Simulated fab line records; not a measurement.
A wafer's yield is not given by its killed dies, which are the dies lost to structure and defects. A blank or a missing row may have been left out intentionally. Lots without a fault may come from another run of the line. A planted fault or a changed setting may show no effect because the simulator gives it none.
fab line records | flow gf180mcu
[record] lots = 12 wafers = 36 lastDay = 35
route steps=602 shown STI@4 SAB@273 CONTACT@302
lots untouched by any fault: they come from a run of this same line in which no faults occurred
startH: the number of hours between the record's first day and the start of the first shown wafer of the lot | waitH: how many hours have passed since the lot's step before this one | " repeats the value in the row above | L1.1+2: several wafers, shown together as one row | - no value present, or no start provided | * or withheld: withheld | < > ~ a bound
route shown NAME@n: names a module that has steps shown in the file, with the first one's number in the route | usual: mean/standard deviation of fault-free wafers | same: alike in all rows | chamber/n: place in a boat | sites: each site's reading | _std_site: how widely they spread, as a standard deviation | _edge_site: outer sites' mean less inner sites' | radiusMm: how far each site lies from the wafer's centre | mask NAME#n: copy n | behind: tool/chamber where the wafer was last shaped | hold: the reason the lot was held/the length of the hold in hours/how it ended | device: names the non-switching transistor (n, p or np) | end of line: the tests these same wafers got at the end of their route | a step with no rows: only its recipe | killed: the dies lost at the first sort to structure and to defects; this is not the yield of the wafer | map: the dies of a wafer, with x for killed, . for not killed, _ for no die there
set.NAME: the setting as run; set.NAME@STEP: as run at that earlier step | model.NAME: the simulator's own value behind a step, which no gauge read
the route's steps for a sample of lots (tables are steps, rows are wafers)
services: a tool's chamber out of use, with start hour (startH, from the record's first day; less than 0 if before it), hours out, and reason
[[steps]]
[step GF_STI_CVD_03]
[recipe] material = Si3N4 precursor = DCS/NH3 targetThkNm = 207.16 tempC = 770 timeS = 3551 pressureMtorr = 250
[usual] zonePowerUpperPct = 13.1/0.87
// columns lot.wafer tool chamber startH waitH zonePowerUpperPct
L928.2 lpcvd-02 0 11.57 0.0 13.3
L928.4 " 0 " " 13.5
L928.6 " 0 " " 13.6
L929.1 lpcvd-02 1 16.98 0.5 12.1
L929.2 " 1 " " 12.4
L929.6 " 1 " " 12.4
L930.1 lpcvd-02 1 22.24 0.1 12.3
L930.3 " 1 " " 12.5
L930.6 " 1 " " 12.3
L931.3 lpcvd-01 0 26.57 0.0 13.0
L931.4 " 0 " " 13.0
L931.5 " 0 " " 12.8
L934.1 lpcvd-02 0 42.86 0.1 13.3
L934.2 " 0 " " 13.5
L934.6 " 0 " " 13.3
L939.3 lpcvd-01 0 67.83 0.0 13.1
L939.5 " 0 " " 13.1
L939.6 " 0 " " 12.8
L944.1 lpcvd-01 0 91.57 0.1 13.1
L944.2 " 0 " " 12.9
L944.3 " 0 " " 13.0
L946.1 lpcvd-01 0 102.59 0.1 13.0
L946.2 " 0 " " 13.0
L946.4 " 0 " " 12.9
L948.1 lpcvd-01 1 111.57 0.1 15.2
L948.2 " 1 " " 15.2
L948.5 " 1 " " 15.0
L949.1 lpcvd-01 1 117.09 0.1 15.0
L949.2 " 1 " " 15.2
L949.3 " 1 " " 14.9
L950.1 lpcvd-02 0 121.57 0.1 13.3
L950.3 " 0 " " 13.3
L950.4 " 0 " " 13.3
L951.2 lpcvd-02 1 126.90 0.0 12.3
L951.4 " 1 " " 12.3
L951.6 " 1 " " 12.3
[step GF_STI_THK_MEAS_04]
[recipe] reads = Si3N4_of_STI_CVD_03
[usual] STI_CVD_03_THK = 207.9/2.7
// columns lot.wafer tool chamber startH waitH hold STI_CVD_03_THK[nm]
L928.2 filmMetro-03 - 13.57 0.0 - 206.5
L928.4 " - " " - 206.7
L928.6 " - " " - 206.9
L929.1 filmMetro-03 - 18.97 0.0 - 205.1
L929.2 " - " " - 204.5
L929.6 " - " " - 204.2
L930.1 filmMetro-04 - 24.23 0.0 - 208.6
L930.3 " - " " - 208.1
L930.6 " - " " - 208.8
L931.3 filmMetro-03 - 28.58 0.0 - 212.7
L931.4 " - " " - 213.6
L931.5 " - " " - 212.2
L934.1 filmMetro-02 - 44.85 0.0 awaitDispo/0.2h/release 193.4
L934.2 " - " " awaitDispo/0.2h/release 192.2
L934.6 " - " " awaitDispo/0.2h/release 192.6
L934.1 filmMetro-02 - 45.08 0.2 - 193.5
L934.2 " - " " - 192.1
L934.6 " - " " - 192.4
L939.3 filmMetro-03 - 69.84 0.0 - 209.5
L939.5 " - " " - 208.7
L939.6 " - " " - 207.1
L944.1 filmMetro-04 - 94.55 0.0 - 209.9
L944.2 " - " " - 210.5
L944.3 " - " " - 210.1
L946.1 filmMetro-02 - 104.58 0.0 - 205.3
L946.2 " - " " - 205.0
L946.4 " - " " - 206.4
L948.1 filmMetro-02 - 113.56 0.0 - 211.8
L948.2 " - " " - 211.1
L948.5 " - " " - 211.4
L949.1 filmMetro-03 - 119.08 0.0 - 210.8
L949.2 " - " " - 211.4
L949.3 " - " " - 208.3
L950.1 filmMetro-02 - 123.56 0.0 - 212.8
L950.3 " - " " - 211.0
L950.4 " - " " - 211.8
L951.2 filmMetro-02 - 128.90 0.0 - 207.4
L951.4 " - " " - 207.8
L951.6 " - " " - 207.0
[step GF_STI_ETCH_13]
[recipe] chemistry = CHF3/O2 stopOn = Si overEtchFrac = 0.3 targetDepthA = 2823.1 sourceW = 600 biasW = 200 pressureMtorr = 40 chf3FlowSccm = 50 O2_flow_sccm = 5 timeS = 112.9
[usual] chf3FlowSccm = 49.99/0.14 drypumpMotorCurrentA = 5.5/0.56 oesProductAu = 0.834/0.0075 throttleValvePct = 8.810/0.011
// columns lot.wafer tool chamber startH waitH chf3FlowSccm drypumpMotorCurrentA oesProductAu rfHoursCounterH throttleValvePct
L928.2 rieDiel-02 0 25.83 0.1 49.86 5.0 0.830 127 8.804
L928.4 " 1 " " 50.08 5.7 0.825 146 8.805
L928.6 " 0 " " 50.08 5.0 0.825 - 8.805
L929.1 rieDiel-04 3 31.74 0.1 49.80 5.5 0.822 51 8.812
L929.2 " 0 " " 50.18 6.6 0.828 17 8.810
L929.6 " 3 " " 49.94 5.5 0.825 - 8.805
L930.1 rieDiel-01 0 36.19 0.1 50.00 5.7 0.835 28 8.793
L930.3 " 2 " " 50.10 5.5 0.843 10 8.790
L930.6 " 0 " " 50.12 5.7 0.845 - 8.819
L931.3 rieDiel-02 1 41.13 0.1 50.26 5.7 0.848 147 8.815
L931.4 " 0 " " 49.99 5.0 0.851 127 8.825
L931.5 " 3 " " 49.98 4.9 0.844 - 8.805
L934.1 rieDiel-01 3 57.68 0.1 49.88 6.3 0.797 58 8.819
L934.2 " 1 " " 50.18 5.0 0.797 22 8.799
L934.6 " 3 " " 49.98 6.3 0.800 - 8.794
L939.3 rieDiel-02 3 83.39 0.1 49.82 4.9 0.842 157 8.815
L939.5 " 3 " " 49.98 4.9 0.835 - 8.810
L939.6 " 0 " " 50.05 5.0 0.828 - 8.816
L944.1 rieDiel-02 0 109.14 0.1 50.02 5.0 0.829 129 8.810
L944.2 " 3 " " 50.17 4.9 0.843 158 8.793
L944.3 " 1 " " 50.17 5.7 0.846 149 8.800
L946.1 rieDiel-04 1 119.74 0.1 49.94 5.0 0.833 107 8.806
L946.2 " 3 " " 49.67 5.4 0.825 53 8.800
L946.4 " 3 " " 49.72 5.5 0.836 - 8.816
L948.1 rieDiel-01 3 128.54 0.1 49.86 6.3 0.849 60 8.807
L948.2 " 0 " " 49.93 5.7 0.839 30 8.820
L948.5 " 1 " " 49.97 5.1 0.843 - 8.823
L949.1 rieDiel-01 2 134.69 0.1 49.99 5.5 0.833 13 8.794
L949.2 " 0 " " 50.17 5.7 0.844 31 8.805
L949.3 " 1 " " 49.95 5.0 0.840 24 8.811
L950.1 rieDiel-04 0 138.69 0.1 49.89 6.6 0.848 19 8.795
L950.3 " 1 " " 50.08 5.1 0.836 108 8.821
L950.4 " 3 " " 49.80 5.5 0.842 54 8.814
L951.2 rieDiel-02 0 144.84 0.1 50.04 5.0 0.826 130 8.811
L951.4 " 2 " " 49.88 5.4 0.829 - 8.794
L951.6 " 0 " " 50.10 5.0 0.833 - 8.813
[step GF_SAB_CD_MEAS_09]
[recipe] targetCdNm = 420
[usual] cdNm = 420.2/2.3
// columns lot.wafer tool chamber startH waitH cdNm
L928.2 cdSem-02 - 341.82 0.1 423.3
L928.4 " - " " 423.8
L928.6 " - " " 422.4
L929.1 cdSem-01 - 353.97 0.1 419.0
L929.2 " - " " 419.3
L929.6 " - " " 421.0
L930.1 cdSem-01 - 363.72 0.1 421.0
L930.3 " - " " 422.5
L930.6 " - " " 422.0
L931.3 cdSem-01 - 376.61 0.1 419.3
L931.4 " - " " 420.0
L931.5 " - " " 421.2
L934.1 cdSem-02 - 407.72 0.1 421.3
L934.2 " - " " 420.6
L934.6 " - " " 421.8
L939.3 cdSem-01 - 443.31 0.1 421.7
L939.5 " - " " 420.3
L939.6 " - " " 420.3
L944.1 cdSem-02 - 487.92 0.1 420.0
L944.2 " - " " 418.9
L944.3 " - " " 421.5
L946.1 cdSem-02 - 500.41 0.1 422.4
L946.2 " - " " 421.5
L946.4 " - " " 420.3
L948.1 cdSem-02 - 513.60 0.1 422.3
L948.2 " - " " 422.0
L948.5 " - " " 423.0
L949.1 cdSem-01 - 521.36 0.1 419.1
L949.2 " - " " 420.1
L949.3 " - " " 417.0
L950.1 cdSem-01 - 535.47 0.1 419.7
L950.3 " - " " 418.5
L950.4 " - " " 419.0
L951.2 cdSem-02 - 542.14 0.1 417.2
L951.4 " - " " 417.6
L951.6 " - " " 416.1
[step GF_SAB_ETCH_11]
[recipe] chemistry = C4F8/O2/Ar maskMaterial = NOVOLAK target = SiO2 targetDepthNm = 55 sourceW = 1500 biasW = 1200 pressureMtorr = 40 c4f8FlowSccm = withheld O2_flow_sccm = 6 Ar_flow_sccm = 300 timeS = 8.5
[usual] oesProductAu = 1.002/0.012
// columns lot.wafer tool chamber startH waitH oesProductAu rfHoursCounterH
L928.2 rieDiel-01 1 341.96 0.0 1.006 31
L928.4 " 3 " " 1.011 67
L928.6 " 2 " " 0.990 -
L929.1 rieDiel-02 3 354.13 0.0 0.984 4
L929.2 " 0 " " 0.990 2
L929.6 " 3 " " 0.990 -
L930.1 rieDiel-03 1 363.87 0.0 1.001 22
L930.3 " 2 " " 1.019 96
L930.6 " 1 " " 0.997 -
L931.3 rieDiel-03 3 376.72 0.0 1.023 74
L931.4 " 2 " " 1.017 96
L931.5 " 3 " " 1.007 -
L934.1 rieDiel-03 0 407.87 0.0 1.006 60
L934.2 " 1 " " 1.003 23
L934.6 " 1 " " 1.006 -
L939.3 rieDiel-03 3 443.42 0.0 1.009 76
L939.5 " 3 " " 1.011 -
L939.6 " 2 " " 1.016 -
L944.1 rieDiel-01 3 488.07 0.0 1.000 71
L944.2 " 1 " " 1.009 35
L944.3 " 0 " " 1.012 40
L946.1 rieDiel-02 3 500.57 0.0 0.988 8
L946.2 " 1 " " 0.991 8
L946.4 " 2 " " 0.978 38
L948.1 rieDiel-03 1 513.76 0.0 0.997 25
L948.2 " 3 " " 1.018 78
L948.5 " 2 " " 0.996 -
L949.1 rieDiel-02 0 521.52 0.0 1.000 6
L949.2 " 2 " " 0.990 39
L949.3 " 3 " " 0.991 9
L950.1 rieDiel-02 0 535.62 0.0 0.997 6
L950.3 " 2 " " 1.002 39
L950.4 " 3 " " 0.990 9
L951.2 rieDiel-02 2 542.27 0.0 0.992 39
L951.4 " 3 " " 0.998 9
L951.6 " 1 " " 0.999 -
[step GF_CONTACT_OVL_MEAS_15]
[usual] CONTACT_OVL = -1/4.8
// columns lot.wafer tool chamber startH waitH CONTACT_OVL[nm]
L928.2 overlay-01 - 365.29 0.1 -1
L928.4 " - " " 0
L928.6 " - " " 3
L929.1 overlay-01 - 378.84 0.1 -11
L929.2 " - " " -6
L929.6 " - " " -5
L930.1 overlay-02 - 387.84 0.1 4
L930.3 " - " " -5
L930.6 " - " " -2
L931.3 overlay-01 - 401.45 0.1 4
L931.4 " - " " -2
L931.5 " - " " -2
L934.1 overlay-01 - 434.09 0.1 -2
L934.2 " - " " 1
L934.6 " - " " 2
L939.3 overlay-02 - 469.40 0.1 -4
L939.5 " - " " -4
L939.6 " - " " -8
L944.1 overlay-01 - 512.89 0.1 5
L944.2 " - " " 4
L944.3 " - " " 2
L946.1 overlay-02 - 525.03 0.1 -5
L946.2 " - " " -13
L946.4 " - " " -10
L948.1 overlay-01 - 538.79 0.1 0
L948.2 " - " " -3
L948.5 " - " " -2
L949.1 overlay-02 - 545.59 0.1 0
L949.2 " - " " -1
L949.3 " - " " -2
L950.1 overlay-01 - 560.29 0.1 -4
L950.3 " - " " 1
L950.4 " - " " 1
L951.2 overlay-02 - 566.64 0.1 4
L951.4 " - " " 7
L951.6 " - " " 7
[[services]]
// columns tool chamber startH hours kind
rieDiel-01 - 52.70 0.2 repair
rieDiel-01 0 64.97 4.6 repair
rieDiel-01 2 66.12 5.9 repair
rieDiel-01 1 120.62 5.1 repair
rieDiel-02 - 122.19 4.7 repair
rieDiel-02 - 128.74 0.9 repair
rieDiel-02 3 141.03 8.7 repair
rieDiel-01 0 145.09 3.5 repair
rieDiel-01 - 147.54 0.1 repair
lpcvd-02 - 148.56 6.1 pm
lpcvd-02 - 156.70 8.2 repair
rieDiel-02 1 167.31 13.0 repair
rieDiel-02 - 184.94 40.4 repair
rieDiel-01 0 196.54 7.2 repair
lpcvd-01 - 291.84 2.1 repair
rieDiel-01 2 305.66 22.0 repair
rieDiel-01 1 337.04 3.0 repair
rieDiel-02 2 370.10 3.1 repair
rieDiel-01 0 373.49 21.7 repair
lpcvd-02 - 374.63 2.8 pm
lpcvd-01 - 389.97 2.8 pm
rieDiel-02 0 434.59 17.9 repair
rieDiel-02 0 501.58 10.2 repair
rieDiel-02 1 527.36 6.2 repair
[[key]]
[firstSign] step = GF_STI_THK_MEAS_04 reading = visit direction = added
[effect] step = GF_STI_THK_MEAS_04 reading = STI_CVD_03_THK direction = down sigmas = 5.7 usual = 207.9 struck = 192.8
[effect] step = GF_STI_ETCH_13 reading = oesProductAu direction = down sigmas = 4.9 usual = 0.834 struck = 0.798
metAt GF_STI_CVD_03
struckLots L934
struckWafers L934.1,L934.2,L934.6
testerLeftOut L934
notActingAt GF_SAB_CD_MEAS_09,GF_SAB_ETCH_11,GF_CONTACT_OVL_MEAS_15
onsetBetween 11.57 42.86
[fault] kind = processParameterDrift tool = lpcvd-02 chamber = 0 onsetH = 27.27 steps = GF_STI_CVD_03 channel = targetThkNm offset = -12.494 shape = step endH = 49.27 actsIn = theseRecipesOnly stated = 207.16
// testerLeftOut: of these lots the tester's yield and bins aren't shown, on N5 and GAA mostly nor the transistor test; their killed dies are dies lost to structure and defects alone, not to doping, threshold or leakage, so they don't give the yield
